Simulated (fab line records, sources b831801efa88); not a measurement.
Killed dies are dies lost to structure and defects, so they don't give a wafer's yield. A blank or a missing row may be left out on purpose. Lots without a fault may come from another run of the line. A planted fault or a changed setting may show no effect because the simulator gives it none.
Which tool did it? | flow gf180mcu | 14 lots, 42 wafers sampled, at 5 steps of a route of 602

WHAT THE GAUGES READ, wafer by wafer
GF_STI_CD_MEAS_12: target cd 220 nm.
lot  | measured    | on        | cd_nm (nm)
L927 | day 2 02:32 | cd_sem-01 | 218.8 217.5 218.9
L928 | day 2 07:53 | cd_sem-02 | 220.2 218.3 219.9
L930 | day 2 17:34 | cd_sem-02 | 220.1 221.3 220.9
L931 | day 2 22:39 | cd_sem-02 | 220.8 221.2 220.7
L932 | day 3 04:11 | cd_sem-02 | 217.6 219.0 218.9
L933 | day 3 07:52 | cd_sem-01 | 218.6 218.8 219.7
L938 | day 4 09:58 | cd_sem-01 | 219.8 221.1 218.6
L939 | day 4 15:05 | cd_sem-01 | 273.6 272.2 273.4
L940 | day 4 20:28 | cd_sem-02 | 275.0 275.3 275.1
L941 | day 5 01:06 | cd_sem-02 | 217.4 217.8 217.1
L943 | day 5 11:21 | cd_sem-01 | 219.6 220.5 220.8
L944 | day 5 18:08 | cd_sem-02 | 220.8 219.0 219.5
L947 | day 6 08:12 | cd_sem-02 | 217.7 219.1 218.6
L950 | day 6 23:51 | cd_sem-01 | 218.7 219.3 219.1

GF_MVSD_OVL_MEAS_07.
lot  | measured    | on         | MVSD_OVL (nm)
L927 | day 4 11:16 | overlay-02 | -2.6 -3.0 -1.4
L928 | day 4 17:28 | overlay-02 | -1.7 -2.8 -1.1
L930 | day 5 04:58 | overlay-02 | -1.1 -0.4 0.3
L931 | day 5 10:46 | overlay-02 | -0.1 -0.4 -0.5
L932 | day 5 15:13 | overlay-01 | -3.0 -2.5 -4.6
L933 | day 5 20:37 | overlay-01 | 0.0 -0.9 -1.3
L938 | day 7 02:01 | overlay-01 | -0.9 -1.8 -0.8
L941 | day 7 18:10 | overlay-02 | 0.2 -0.2 -0.8
L943 | day 8 05:55 | overlay-01 | 2.6 3.2 3.0
L944 | day 8 13:46 | overlay-02 | -1.4 -0.8 -2.2
L947 | day 9 03:52 | overlay-01 | -2.4 -1.9 -1.6
L950 | day 9 22:52 | overlay-01 | 1.4 -0.8 1.6

WHICH TOOL RAN EACH LOT (tool, then ch and the chambers of the sampled wafers, then the start)
lot  | GF_STI_PEB_10                    | GF_STI_CMP_25                | GF_DNWELL_STRIP_08
L927 | litho_track-04 ch 0, day 2 02:11 | cmp-01 ch 0,1,2, day 2 04:34 | plasma_asher-01 ch 0,1, day 2 19:00
L928 | litho_track-03 ch 0, day 2 07:32 | cmp-01 ch 0,3, day 2 09:55   | plasma_asher-01 ch 0,1, day 3 00:45
L930 | litho_track-04 ch 0, day 2 17:13 | cmp-01 ch 0,2,3, day 2 19:39 | plasma_asher-03 ch 0,1, day 3 11:31
L931 | litho_track-04 ch 0, day 2 22:20 | cmp-02 ch 1,2, day 3 00:40   | plasma_asher-02 ch 0,1, day 3 16:23
L932 | litho_track-04 ch 0, day 3 03:50 | cmp-01 ch 1,3, day 3 06:13   | plasma_asher-02 ch 0,1, day 3 21:15
L933 | litho_track-04 ch 0, day 3 07:31 | cmp-02 ch 0,3, day 3 09:55   | plasma_asher-01 ch 0,1, day 4 01:31
L938 | litho_track-03 ch 0, day 4 09:37 | cmp-02 ch 1,2,3, day 4 12:08 | plasma_asher-01 ch 0,1, day 5 04:45
L939 | litho_track-03 ch 0, day 4 14:46 | cmp-02 ch 0,3, day 4 17:22   | -
L940 | litho_track-03 ch 0, day 4 20:07 | cmp-02 ch 0,1,2, day 4 22:40 | -
L941 | litho_track-02 ch 0, day 5 00:45 | cmp-02 ch 0,1,3, day 5 03:12 | plasma_asher-01 ch 0,1, day 5 20:01
L943 | litho_track-02 ch 0, day 5 11:00 | cmp-01 ch 0,3, day 5 13:55   | plasma_asher-01 ch 0,1, day 6 07:07
L944 | litho_track-04 ch 0, day 5 17:47 | cmp-02 ch 0,1,2, day 5 20:11 | plasma_asher-01 ch 0,1, day 6 13:30
L947 | litho_track-02 ch 0, day 6 07:51 | cmp-02 ch 0,2, day 6 10:19   | plasma_asher-02 ch 0,1, day 7 04:03
L950 | litho_track-04 ch 0, day 6 23:31 | cmp-01 ch 0,1,2, day 7 02:28 | plasma_asher-03 ch 0,1, day 7 19:56
- GF_STI_PEB_10: peb time 90 s.
- GF_STI_CMP_25: polishes, stops on Si3N4, t overpolish 33 s, target thk 524.6 nm.
- GF_DNWELL_STRIP_08: strips in O2/N2.

WHAT THE TOOLS THEMSELVES READ (means of the sampled wafers that have a number; where no wafer has one, the mark that the record gives instead)
GF_STI_PEB_10.
lot  | tool           | heater_power_total_W (W) | plate_temp_C (C)
L927 | litho_track-04 | 85.70                    | 135.07
L928 | litho_track-03 | 85.75                    | 135.18
L930 | litho_track-04 | 85.66                    | 135.09
L931 | litho_track-04 | 85.67                    | 134.89
L932 | litho_track-04 | 85.69                    | 135.25
L933 | litho_track-04 | 85.72                    | 135.04
L938 | litho_track-03 | 85.73                    | 134.96
L939 | litho_track-03 | 76.50                    | 123.68
L940 | litho_track-03 | 76.38                    | 123.66
L941 | litho_track-02 | 85.62                    | 134.97
L943 | litho_track-02 | 85.75                    | 134.82
L944 | litho_track-04 | 85.77                    | 135.02
L947 | litho_track-02 | 85.69                    | 134.90
L950 | litho_track-04 | 85.73                    | 134.87

GF_STI_CMP_25.
lot  | tool   | motor_current_A (A) | overpolish_run_s (s) | platen_rpm (rpm) | retaining_ring_pressure_frac | slurry_filter_dp_kPa (kPa) | time_to_endpoint_s (s)
L927 | cmp-01 | 12.2                | 33.005               | 59.94            | 0.997                        | 13.43                      | 124
L928 | cmp-01 | 12.3                | 33.010               | 59.99            | 0.994                        | 13.46                      | 119
L930 | cmp-01 | 13.0                | 33.001               | 60.04            | 0.996                        | 13.46                      | 123
L931 | cmp-02 | 11.9                | 32.999               | 60.02            | 1.003                        | 13.44                      | 126
L932 | cmp-01 | 13.4                | 33.001               | 60.02            | 1.003                        | 13.59                      | 122
L933 | cmp-02 | 13.0                | 33.008               | 60.03            | 1.002                        | 13.53                      | 121
L938 | cmp-02 | 12.4                | 32.998               | 60.04            | 0.995                        | 13.55                      | 126
L939 | cmp-02 | 12.8                | 33.000               | 60.00            | 1.001                        | 13.44                      | 122
L940 | cmp-02 | 12.2                | 33.005               | 59.99            | 1.003                        | 13.55                      | 126
L941 | cmp-02 | 12.2                | 32.996               | 59.99            | 1.004                        | 13.44                      | 126
L943 | cmp-01 | 13.4                | 33.003               | 60.02            | 1.004                        | 13.36                      | 121
L944 | cmp-02 | 12.2                | 32.992               | 60.02            | 0.999                        | 13.47                      | 123
L947 | cmp-02 | 12.6                | 33.003               | 60.03            | 1.004                        | 13.43                      | 122
L950 | cmp-01 | 11.9                | 33.008               | 60.00            | 1.001                        | 13.66                      | 127

GF_DNWELL_STRIP_08.
lot  | tool            | drypump_motor_current_A (A) | heater_power_w (W) | oes_product_au (a.u.) | strip_time_to_endpoint_s (s)
L927 | plasma_asher-01 | 5.7                         | 354                | 0.727                 | 36.86
L928 | plasma_asher-01 | 5.8                         | 349                | 0.725                 | 36.89
L930 | plasma_asher-03 | 5.8                         | 377                | 0.721                 | 36.98
L931 | plasma_asher-02 | 6.1                         | 339                | 0.723                 | 37.01
L932 | plasma_asher-02 | 5.8                         | 365                | 0.724                 | 36.99
L933 | plasma_asher-01 | 5.8                         | 351                | 0.719                 | 36.99
L938 | plasma_asher-01 | 5.8                         | 349                | 0.722                 | 37.03
L941 | plasma_asher-01 | 5.8                         | 355                | 0.726                 | 37.07
L943 | plasma_asher-01 | 5.8                         | 350                | 0.725                 | 36.98
L944 | plasma_asher-01 | 5.8                         | 352                | 0.713                 | 36.93
L947 | plasma_asher-02 | 5.8                         | 361                | 0.728                 | 36.87
L950 | plasma_asher-03 | 5.8                         | 370                | 0.722                 | 36.86

THE ANSWER, worked out from the rows above alone
Rule: what is usual is taken from the lots themselves. Put in order of their means at a reading, lots are off if they are a third of the lots or fewer, leave a main group of 4 or more, and stand apart from it by a gap of 3 or more times the standard deviation of the main group's means; of several such gaps the widest counts. A main group whose means are all the same, to the digits that the tables above print for the reading, isn't used. A lot without any number at a reading at which 4 lots or more have one is off too. The other lots that the step has rows for count as sound. The gauges are gone through in route order, then the tools' own readings, and for those a lot's mean is taken as printed above. The first step at which some lot is off is used, and at that step the reading that is off furthest; a lot without a number counts as furthest.
Off: L939, L940, at GF_STI_CD_MEAS_12 (cd_nm). The main group: mean 219.3 nm, standard deviation 1.
A tool fits if, at a process step before that reading, it ran every lot that is off, and no sound lot after the first of them. The gauges at GF_STI_CD_MEAS_12 aren't tried: what is off there is off at GF_STI_PEB_10 too, on other tools, and a gauge's error can't cause that. One fits: litho_track-03 at GF_STI_PEB_10. Its last sound lot is L938 (day 4 09:37), its first lot that is off L939 (day 4 14:46): a fault that began between those two fits.
The tool's own readings at GF_STI_PEB_10 bear it out: on the lots that are off they differ by more than 5 times the standard deviation of the sound lots' means. heater_power_total_W reads 76.44 W there against 85.71 W on the sound lots; plate_temp_C reads 123.67 C there against 135.00 C on the sound lots.

WHAT THE SIMULATOR HAD PUT IN
Process parameter drift: litho_track-03, from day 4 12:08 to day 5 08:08, at GF_STI_PEB_10. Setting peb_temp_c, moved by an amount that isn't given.
Lots struck among those shown: L939, L940. The rule above found the same.
